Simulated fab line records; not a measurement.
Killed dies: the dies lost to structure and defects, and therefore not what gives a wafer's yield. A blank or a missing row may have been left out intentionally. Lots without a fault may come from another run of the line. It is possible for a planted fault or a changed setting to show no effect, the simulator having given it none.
fab line records | flow gf180mcu
record: lots: 13 wafers: 39 last-day: 34
route steps=602 shown STI@1 NWELL@49 LVPWELL@64 MVSD@76 VT_IMPLANT@100
lots with no fault: from the same line, run without faults
start-h: start of the lot's first displayed wafer, in hours after the record's first day | wait-h: hours from the lot's prior step to this one | " repeats the value in the row above | L1.1+2: one row covering several wafers at once | - no value, or no start was given | * or withheld: withheld | < > ~ a bound
route shown NAME@n: a module of which the file shows steps, and the number in the route of the first | usual: the fault-free wafers' mean and standard deviation | same: alike in all rows | chamber/n: place in a boat | sites: per-site readings | _std_site: how widely they spread, as a standard deviation | _edge_site: inner sites' mean taken away from outer sites' mean | radius-mm: how far each site lies from the wafer's centre | mask NAME#n: copy n | behind: the most recent tool/chamber to have shaped the wafer | hold: the reason the lot was held/the length of the hold in hours/how it ended | device: whichever transistor did not switch (one of n, p or np) | end of line: at the end of the route, the tests of the same wafers | a step without rows: its recipe alone | killed: the dies lost at the first sort to structure and to defects; this is not the yield of the wafer | map: a wafer's dies, x killed, . not, _ none there
set.NAME: setting as actually run; set.NAME@STEP: the setting as run at that earlier step | model.NAME: the simulator's own value behind a step, which no gauge read
the route's steps for a sample of lots (tables are steps, rows are wafers)
services: when a tool's chamber went out of use (start-h, in hours from the record's first day, below 0 if earlier), for how many hours, and the reason
== steps ==
step: GF_STI_BOW_MEAS_00
recipe: mode: bow
usual: INCOMING_BOW: 0/7.6
columns lot.wafer tool chamber start-h wait-h INCOMING_BOW[um]
L848.1 film-metro-03 - 10.00 - 5
L848.4 " - " " 4
L848.6 " - " " -11
L849.1 film-metro-02 - 15.00 - 9
L849.2 " - " " -15
L849.6 " - " " -16
L850.1 film-metro-01 - 20.00 - -13
L850.2 " - " " -1
L850.4 " - " " 2
L851.2 film-metro-02 - 25.02 - -1
L851.5 " - " " -6
L851.6 " - " " -4
L853.2 film-metro-02 - 35.02 - -1
L853.4 " - " " -1
L853.5 " - " " 7
L861.3 film-metro-01 - 75.04 - -17
L861.4 " - " " 15
L861.6 " - " " -15
L863.1 film-metro-03 - 85.00 - 2
L863.4 " - " " 4
L863.5 " - " " 8
L864.1 film-metro-02 - 90.00 - 8
L864.4 " - " " -8
L864.6 " - " " -7
L865.2 film-metro-03 - 95.02 - -5
L865.3 " - " " 1
L865.6 " - " " -8
L867.2 film-metro-02 - 105.02 - 2
L867.3 " - " " -11
L867.4 " - " " 2
L869.1 film-metro-01 - 115.00 - 0
L869.5 " - " " -2
L869.6 " - " " 4
L870.2 film-metro-01 - 120.02 - -7
L870.3 " - " " 1
L870.5 " - " " -7
L871.1 film-metro-01 - 125.00 - -5
L871.5 " - " " -1
L871.6 " - " " -5
step: GF_NWELL_OVL_MEAS_07
usual: NWELL_OVL: 0.4/1.5
columns lot.wafer tool chamber start-h wait-h NWELL_OVL[nm]
L848.1 overlay-01 - 56.10 - -1.1
L848.4 " - " " -3.4
L848.6 " - " " -1.4
L849.1 overlay-01 - 60.64 - -0.1
L849.2 " - " " -1.9
L849.6 " - " " 0.1
L850.1 overlay-01 - 65.59 - 2.3
L850.2 " - " " 1.5
L850.4 " - " " -0.6
L851.2 overlay-01 - 71.50 - 1.5
L851.5 " - " " 0.9
L851.6 " - " " 1.4
L853.2 overlay-01 - 83.70 - -1.5
L853.4 " - " " -2.4
L853.5 " - " " 0.4
L861.3 overlay-02 - 125.70 - -3.6
L861.4 " - " " -0.6
L861.6 " - " " -1.0
L863.1 overlay-02 - 137.44 - -2.2
L863.4 " - " " 1.3
L863.5 " - " " -0.9
L864.1 overlay-01 - 142.89 - -0.1
L864.4 " - " " -0.7
L864.6 " - " " 1.1
L865.2 overlay-02 - 148.00 - 1.3
L865.3 " - " " 1.0
L865.6 " - " " -1.6
L867.2 overlay-01 - 159.50 - 1.3
L867.3 " - " " 2.5
L867.4 " - " " 0.4
L869.1 overlay-01 - 175.34 - 0.7
L869.5 " - " " 1.5
L869.6 " - " " -0.6
L870.2 overlay-02 - 177.55 - 2.5
L870.3 " - " " 0.7
L870.5 " - " " 0.3
L871.1 overlay-02 - 183.14 - 0.6
L871.5 " - " " 1.7
L871.6 " - " " 0.5
step: GF_LVPWELL_STRIP_10
recipe: chemistry: O2/N2 power-w: 1400 pressure-mtorr: 1500 platen-temp-c: 250 o2-flow-sccm: 3000 n2-flow-sccm: 300 overash-fraction: 0.5
usual: drypump-motor-current-A: 6.38/0.26 heater-power-w: 349/28 n2-flow-sccm: 299.9/0.91 oes-product-au: 0.722/0.0043 strip-time-to-endpoint-s: 37.00/0.099
same: overash-fraction: 0.5
columns lot.wafer tool chamber start-h wait-h drypump-motor-current-A heater-power-w n2-flow-sccm oes-product-au rf-hours-counter-h strip-time-to-endpoint-s
L848.1 plasma-asher-03 0 67.93 0.1 5.94 335 301.1 0.730 41 37.03
L848.4 " 0 " " 5.94 343 299.8 0.715 - 37.00
L848.6 " 1 " " 6.26 295 298.9 0.725 - 36.99
L849.1 plasma-asher-02 0 74.44 0.1 6.05 329 301.0 0.728 41 36.97
L849.2 " 1 " " 6.67 375 301.9 0.726 41 36.96
L849.6 " 0 " " 6.05 324 301.4 0.719 - 37.05
L850.1 plasma-asher-03 0 79.84 0.1 5.93 328 300.1 0.719 42 36.88
L850.2 " 1 " " 6.24 291 299.1 0.728 42 36.97
L850.4 " 0 " " 5.95 340 300.8 0.723 - 37.07
L851.2 plasma-asher-01 0 86.28 0.1 6.57 351 300.1 0.718 44 36.99
L851.5 " 1 " " 6.47 377 300.5 0.716 - 36.94
L851.6 " 0 " " 6.56 350 299.1 0.729 - 37.00
L853.2 plasma-asher-02 1 98.49 0.1 6.67 376 301.2 0.719 44 37.00
L853.4 " 1 " " 6.63 383 301.2 0.721 - 37.20
L853.5 " 1 " " 6.68 370 300.0 0.727 - 37.05
L861.3 plasma-asher-02 1 141.41 0.1 6.66 375 300.7 0.946 - -
L861.4 " 0 " " 6.06 323 299.5 0.950 - -
L861.6 " 0 " " 6.05 314 299.7 0.951 - -
L863.1 plasma-asher-01 0 153.43 0.1 6.55 359 300.5 0.719 51 37.21
L863.4 " 0 " " 6.56 345 299.4 0.726 - 37.16
L863.5 " 0 " " 6.54 349 300.2 0.731 - 37.16
L864.1 plasma-asher-01 0 159.23 0.1 6.55 354 299.1 0.714 51 37.09
L864.4 " 0 " " 6.56 355 300.4 0.721 - 37.09
L864.6 " 1 " " 6.55 371 299.8 0.717 - 37.15
L865.2 plasma-asher-03 1 163.69 0.1 6.24 294 299.3 0.724 5 37.07
L865.3 " 0 " " 5.93 361 300.4 0.720 - 37.01
L865.6 " 1 " " 6.26 308 299.9 0.719 - 37.09
L867.2 plasma-asher-01 0 176.28 0.1 6.55 355 299.6 0.730 53 36.81
L867.3 " 0 " " 6.53 352 299.8 0.717 - 37.05
L867.4 " 1 " " 6.54 365 300.5 0.727 - 36.92
L869.1 plasma-asher-02 0 192.24 0.1 6.05 319 299.1 0.721 53 36.87
L869.5 " 1 " " 6.67 370 299.6 0.729 - 36.85
L869.6 " 0 " " 6.07 320 299.9 0.727 - 36.89
L870.2 plasma-asher-02 0 194.89 0.1 6.06 320 300.0 0.727 53 37.01
L870.3 " 0 " " 6.05 322 299.3 0.722 - 37.00
L870.5 " 1 " " 6.68 378 300.5 0.723 - 36.88
L871.1 plasma-asher-01 0 200.74 0.1 6.56 350 301.8 0.721 56 36.97
L871.5 " 1 " " 6.53 374 300.3 0.730 - 37.02
L871.6 " 0 " " 6.58 355 299.9 0.725 - 36.95
step: GF_MVSD_STRIP_10
recipe: chemistry: O2/N2 power-w: 1400 pressure-mtorr: 1500 platen-temp-c: 250 o2-flow-sccm: 3000 n2-flow-sccm: 300 overash-fraction: 0.5
usual: drypump-motor-current-A: 6.22/0.24 heater-power-w: 344/32 n2-flow-sccm: 300.0/0.96 oes-product-au: 0.723/0.0045 strip-time-to-endpoint-s: 36.99/0.11
same: overash-fraction: 0.5
columns lot.wafer tool chamber start-h wait-h drypump-motor-current-A heater-power-w n2-flow-sccm oes-product-au rf-hours-counter-h strip-time-to-endpoint-s
L848.1 plasma-asher-02 0 81.89 0.1 6.03 319 299.4 0.720 42 37.03
L848.4 " 1 " " 6.66 381 298.8 0.721 - 36.95
L848.6 " 0 " " 6.07 318 299.7 0.724 - 37.01
L849.1 plasma-asher-04 1 88.43 0.1 6.32 383 298.7 0.727 29 37.12
L849.2 " 0 " " 6.29 364 299.1 0.714 29 36.99
L849.6 " 1 " " 6.30 389 298.3 0.731 - 37.02
L850.1 plasma-asher-03 0 94.24 0.1 5.95 338 301.1 0.729 44 36.86
L850.2 " 1 " " 6.24 298 300.1 0.733 44 36.86
L850.4 " 1 " " 6.23 295 299.4 0.723 - 36.90
L851.2 plasma-asher-02 1 100.63 0.1 6.62 370 298.8 0.727 44 37.13
L851.5 " 0 " " 6.07 321 300.5 0.733 - 37.10
L851.6 " 1 " " 6.65 368 298.8 0.722 - 37.10
L853.2 plasma-asher-02 0 112.98 0.1 6.06 319 300.1 0.729 45 37.05
L853.4 " 1 " " 6.65 369 298.8 0.717 - 37.09
L853.5 " 1 " " 6.64 371 300.0 0.725 - 36.99
L861.3 plasma-asher-03 1 157.01 0.1 6.26 299 299.3 0.724 - 55.76
L861.4 " 0 " " 5.92 367 300.1 0.731 - 55.71
L861.6 " 0 " " 5.93 367 299.9 0.726 - 55.77
L863.1 plasma-asher-02 0 170.28 0.1 6.08 321 300.0 0.716 51 36.95
L863.4 " 1 " " 6.66 377 300.3 0.723 - 36.92
L863.5 " 1 " " 6.64 375 301.4 0.726 - 36.91
L864.1 plasma-asher-03 0 175.74 0.1 5.95 363 300.6 0.717 6 37.07
L864.4 " 1 " " 6.25 291 300.3 0.717 - 36.93
L864.6 " 1 " " 6.26 305 300.9 0.732 - 36.98
L865.2 plasma-asher-03 1 180.33 0.1 6.22 300 301.8 0.717 6 36.82
L865.3 " 0 " " 5.94 361 300.2 0.718 - 36.87
L865.6 " 0 " " 5.91 366 300.8 0.717 - 36.85
L867.2 plasma-asher-04 0 193.34 0.1 6.26 361 300.0 0.728 41 36.94
L867.3 " 0 " " 6.26 363 300.6 0.718 - 37.02
L867.4 " 1 " " 6.32 385 299.2 0.721 - 36.95
L869.1 plasma-asher-03 1 209.93 0.1 6.25 298 298.3 0.724 10 36.88
L869.5 " 1 " " 6.23 299 299.2 0.733 - 36.89
L869.6 " 0 " " 5.91 372 299.8 0.721 - 36.93
L870.2 plasma-asher-03 0 211.63 0.1 5.91 355 299.0 0.718 10 36.76
L870.3 " 1 " " 6.26 297 300.4 0.717 - 36.77
L870.5 " 0 " " 5.92 370 299.3 0.727 - 36.78
L871.1 plasma-asher-04 1 218.18 0.1 6.29 384 302.0 0.717 43 36.97
L871.5 " 1 " " 6.30 377 300.6 0.720 - 37.08
L871.6 " 0 " " 6.26 356 301.7 0.723 - 36.98
step: GF_MVSD_TW_MEAS_11
usual: MVSD_TW: 1578/10
columns lot.wafer tool chamber start-h wait-h MVSD_TW
L848.1 film-metro-03 - 81.99 0.1 1596
L848.4 " - " " 1592
L848.6 " - " " 1596
L849.1 film-metro-03 - 88.53 0.1 1584
L849.2 " - " " 1586
L849.6 " - " " 1594
L850.1 film-metro-03 - 94.34 0.1 1589
L850.2 " - " " 1585
L850.4 " - " " 1585
L851.2 film-metro-03 - 100.74 0.1 1580
L851.5 " - " " 1579
L851.6 " - " " 1571
L853.2 film-metro-04 - 113.09 0.1 1567
L853.4 " - " " 1574
L853.5 " - " " 1561
L861.3 film-metro-03 - 157.10 0.1 30
L861.4 " - " " 30
L861.6 " - " " 30
L863.1 film-metro-03 - 170.38 0.1 1581
L863.4 " - " " 1587
L863.5 " - " " 1577
L864.1 film-metro-04 - 175.84 0.1 1571
L864.4 " - " " 1573
L864.6 " - " " 1571
L865.2 film-metro-03 - 180.44 0.1 1584
L865.3 " - " " 1588
L865.6 " - " " 1588
L867.2 film-metro-02 - 193.45 0.1 1579
L867.3 " - " " 1570
L867.4 " - " " 1578
L869.1 film-metro-04 - 210.03 0.1 1561
L869.5 " - " " 1560
L869.6 " - " " 1563
L870.2 film-metro-04 - 211.74 0.1 1563
L870.3 " - " " 1563
L870.5 " - " " 1571
L871.1 film-metro-02 - 218.28 0.1 1579
L871.5 " - " " 1570
L871.6 " - " " 1568
step: GF_VT_IMPLANT_TW_MEAS_10
usual: VT_IMPLANT_TW: 562/3.6
columns lot.wafer tool chamber start-h wait-h VT_IMPLANT_TW
L848.1 film-metro-01 - 110.28 0.1 565
L848.4 " - " " 564
L848.6 " - " " 566
L849.1 film-metro-01 - 116.83 0.1 566
L849.2 " - " " 563
L849.6 " - " " 564
L850.1 film-metro-01 - 123.83 0.1 562
L850.2 " - " " 564
L850.4 " - " " 562
L851.2 film-metro-01 - 130.74 0.1 564
L851.5 " - " " 565
L851.6 " - " " 566
L853.2 film-metro-04 - 143.34 0.1 560
L853.4 " - " " 560
L853.5 " - " " 559
L861.3 film-metro-01 - 190.65 0.1 560
L861.4 " - " " 555
L861.6 " - " " 557
L863.1 film-metro-04 - 203.98 0.1 558
L863.4 " - " " 562
L863.5 " - " " 560
L864.1 film-metro-03 - 209.53 0.1 569
L864.4 " - " " 566
L864.6 " - " " 567
L865.2 film-metro-03 - 214.44 0.1 565
L865.3 " - " " 569
L865.6 " - " " 570
L867.2 film-metro-01 - 227.59 0.1 555
L867.3 " - " " 561
L867.4 " - " " 556
L869.1 film-metro-01 - 246.48 0.1 560
L869.5 " - " " 563
L869.6 " - " " 561
L870.2 film-metro-01 - 247.74 0.1 564
L870.3 " - " " 563
L870.5 " - " " 564
L871.1 film-metro-01 - 254.63 0.1 562
L871.5 " - " " 563
L871.6 " - " " 563
== services ==
columns tool chamber start-h hours kind
plasma-asher-02 - 65.77 2.5 repair
plasma-asher-01 - 89.10 3.2 repair
plasma-asher-02 - 102.82 3.9 repair
plasma-asher-03 - 108.75 9.0 pm
plasma-asher-03 0 108.75 9.0 vent-cycle
plasma-asher-03 1 108.75 9.0 vent-cycle
plasma-asher-03 0 117.75 - clean
plasma-asher-03 1 117.75 - clean
plasma-asher-01 - 140.39 2.7 repair
plasma-asher-03 - 166.68 1.1 repair
plasma-asher-04 - 179.33 2.8 pm
== key ==
first-sign: step: GF_LVPWELL_STRIP_10 reading: oes-product-au direction: up sigmas: 52 usual: 0.722 struck: 0.949
effect: step: GF_MVSD_STRIP_10 reading: strip-time-to-endpoint-s direction: up sigmas: 99+ usual: * struck: *
effect: step: GF_MVSD_TW_MEAS_11 reading: MVSD_TW direction: down sigmas: 99+ usual: 1578 struck: 30
met-at GF_LVPWELL_STRIP_10
struck-lots L861
sort-left-out L861.3,L861.4,L861.6
tester-left-out L861
not-acting-at GF_STI_BOW_MEAS_00,GF_NWELL_OVL_MEAS_07,GF_VT_IMPLANT_TW_MEAS_10
onset-between 98.49 141.41
fault: kind: strip-aborted tool: plasma-asher-02 chamber: - onset-h: 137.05 steps: GF_LVPWELL_STRIP_10 offset: 0.67357 end-h: 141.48
tester-left-out: of these lots the tester's yield and bins aren't shown, on N5 and GAA mostly nor the transistor test; their killed dies are dies lost to structure and defects alone, not to doping, threshold or leakage, so they don't give the yield
sort-left-out: the simulated sort isn't trusted on such a fault, so these wafers' sort isn't shown, and their yield isn't known
